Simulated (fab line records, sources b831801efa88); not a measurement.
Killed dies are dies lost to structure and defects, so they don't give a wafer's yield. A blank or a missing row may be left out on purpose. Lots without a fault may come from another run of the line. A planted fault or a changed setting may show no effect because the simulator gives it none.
A struck lot beside a sound one | flow gf180mcu | 15 steps out of a route of 602
Sound: wafers L800.2, L800.3, L800.4. Struck: wafers L807.3, L807.4, L807.6. The cause comes at the end.
At each step with rows: each side's tool, then ch and its chambers, then its first start. Under that, the readings that differ: sound wafers | struck wafers | difference of the means | sigmas: that difference in standard deviations of wafers without a fault.
alike: readings whose means differ by less than 2 such deviations, and words and numbers that are the same on both sides. not compared: withheld readings, readings that some wafer has no value for, bounds like >300 that may hide the same value, and numbers for which the record gives no deviation and whose values overlap.
The two part at a step that has a row with sigmas, a row that says differs or no value, or rows on one side only. Numbers that don't overlap but have no deviation are shown without sigmas and don't part them. A reading that every wafer of one side lacks parts them only if that side has two wafers or more.

first, 4 steps without rows for these wafers: GF_HV_LDD_SOFTBAKE_42 (time 60 s); GF_HV_LDD_EXPOSE_43 (exposes mask Pplus HV AREA, target cd 400 nm); GF_HV_LDD_PEB_44; GF_HV_LDD_DEVELOP_45 (develop time 60 s).
GF_HV_LDD_CD_MEAS_46: target cd 400 nm.
  sound on cd_sem-02, day 17 01:08; struck on cd_sem-01, day 19 04:37
  alike: cd_nm
GF_HV_LDD_OVL_MEAS_47:
  sound on overlay-01, day 17 01:15; struck on overlay-01, day 19 04:43
  alike: HV_LDD_03_OVL
then, 1 step without rows for these wafers: GF_HV_LDD_IMPLANT_48.
GF_HV_LDD_STRIP_49: strips in O2/N2.
  sound on plasma_asher-04 ch 0,1, day 17 01:26; struck on plasma_asher-03 ch 0,1, day 19 04:55
  alike: drypump_motor_current_A, heater_power_w, oes_product_au, strip_time_to_endpoint_s
  not compared: rf_hours_counter_h
GF_HV_LDD_TW_MEAS_50:
  sound on film_metro-04, day 17 01:32; struck on film_metro-03, day 19 05:01
  reading     | sound       | struck      | difference | sigmas
  HV_LDD_4_TW | 555 557 560 | 580 585 579 | +24        | +2
then, 1 step without rows for these wafers: GF_HV_LDD_CLEAN_51 (cleans in SC1/SC2, time 150 s).
GF_HV_LDD_RTA_52: time 10 s.
  sound on rtp_anneal-01 ch 0, day 17 01:39; struck on rtp_anneal-02 ch 0, day 19 05:07
  alike: lamp_power_pct, wafer_temp_C_max
GF_HV_LDD_RS_MEAS_53: measures by four-point-probe.
  sound on film_metro-04, day 17 01:43; struck on film_metro-01, day 19 05:13
  alike: HV_LDD_RS
GF_HV_LDD_CVD_54: deposits SiO2 from TEOS, target thk 10 nm, time 75 s.
  sound on lpcvd-01 ch 1, day 17 01:49; struck on lpcvd-02 ch 0, day 19 05:17
  reading                   | sound          | struck         | difference | sigmas
  zone_power_bottom_pct (%) | 14.7 14.6 14.9 | 13.1 13.0 13.5 | -1.5       | -3
GF_HV_LDD_THK_MEAS_55:
  sound on film_metro-04, day 17 02:51; struck on film_metro-03, day 19 07:04
  reading                | sound          | struck         | difference | sigmas
  HV_LDD_CVD_54_THK (nm) | 9.94 9.86 9.87 | 8.95 8.75 8.97 | -1.00      | -8
  not compared: hold
-- the record jumps here: 15 days lie between the struck wafers' starts before and after (it left off in module HV_LDD and takes up again in module PASSIVATION, whose first step shown is number 602 of the route) --
GF_PASSIVATION_PROBE_99:
  the record has rows for the struck wafers here (prober-01, day 34 12:08) and none for the sound ones

WHERE THEY PART
First at GF_HV_LDD_TW_MEAS_50; last, within this record, at GF_PASSIVATION_PROBE_99.

WHY: what the simulator had put in
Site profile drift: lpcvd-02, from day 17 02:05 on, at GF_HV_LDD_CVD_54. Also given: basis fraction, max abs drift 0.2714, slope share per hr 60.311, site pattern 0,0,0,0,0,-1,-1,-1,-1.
